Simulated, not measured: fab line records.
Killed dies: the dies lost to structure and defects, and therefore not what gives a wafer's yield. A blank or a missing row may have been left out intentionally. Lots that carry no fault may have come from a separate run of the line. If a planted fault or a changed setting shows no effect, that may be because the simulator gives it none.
Chamber matching / flow sky130 / 4 sister chambers for SKY_CONTACT_CMP_27 on cmp-02
The step polishes, stops on SiO2, t overpolish 15 s, target thk 0 nm. 4 wafers are shown with their chamber, then 8 later ones without.

== EACH WAFER AND ITS CHAMBER ==
wafer=L532.5; chamber=2; motor current A (A)=10.4
wafer=L535.6; chamber=0; motor current A (A)=12.0
wafer=L540.1; chamber=3; motor current A (A)=9.9
wafer=L544.3; chamber=1; motor current A (A)=10.0

== WAFERS WITH NO CHAMBER GIVEN ==
wafer=L544.5; motor current A (A)=12.0
wafer=L544.6; motor current A (A)=10.2
wafer=L545.2; motor current A (A)=10.4
wafer=L545.3; motor current A (A)=11.9
wafer=L545.6; motor current A (A)=11.8
wafer=L553.3; motor current A (A)=10.5
wafer=L553.4; motor current A (A)=10.3
wafer=L553.5; motor current A (A)=10.0

== THE CHAMBER EACH PASSED THROUGH ==
wafer=L544.5; from the rows above=0; in truth=0
wafer=L544.6; from the rows above=can't be placed: 1 or 2 or 3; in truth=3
wafer=L545.2; from the rows above=2; in truth=2
wafer=L545.3; from the rows above=0; in truth=0
wafer=L545.6; from the rows above=0; in truth=0
wafer=L553.3; from the rows above=2; in truth=2
wafer=L553.4; from the rows above=can't be placed: 2 or 1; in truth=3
wafer=L553.5; from the rows above=can't be placed: 1 or 3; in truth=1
Placed correctly: 5 of 8. Not placeable from these rows: 3 (in 2, the candidates include the true chamber). Placed wrongly: 0.
How it was worked out, from the rows above alone: a wafer's distance from a chamber is the root of the sum, over the readings, of the square of ((its reading less the chamber's mean) divided by the reading's scatter). The wafer belongs to the nearest chamber; if the next one is less than 2 further off, it can't be placed. The mean given for a chamber averages the wafers shown for that chamber. The scatter: with one shown wafer a chamber, the root of the mean of the squares of how far each hidden wafer lies from its nearest shown one.
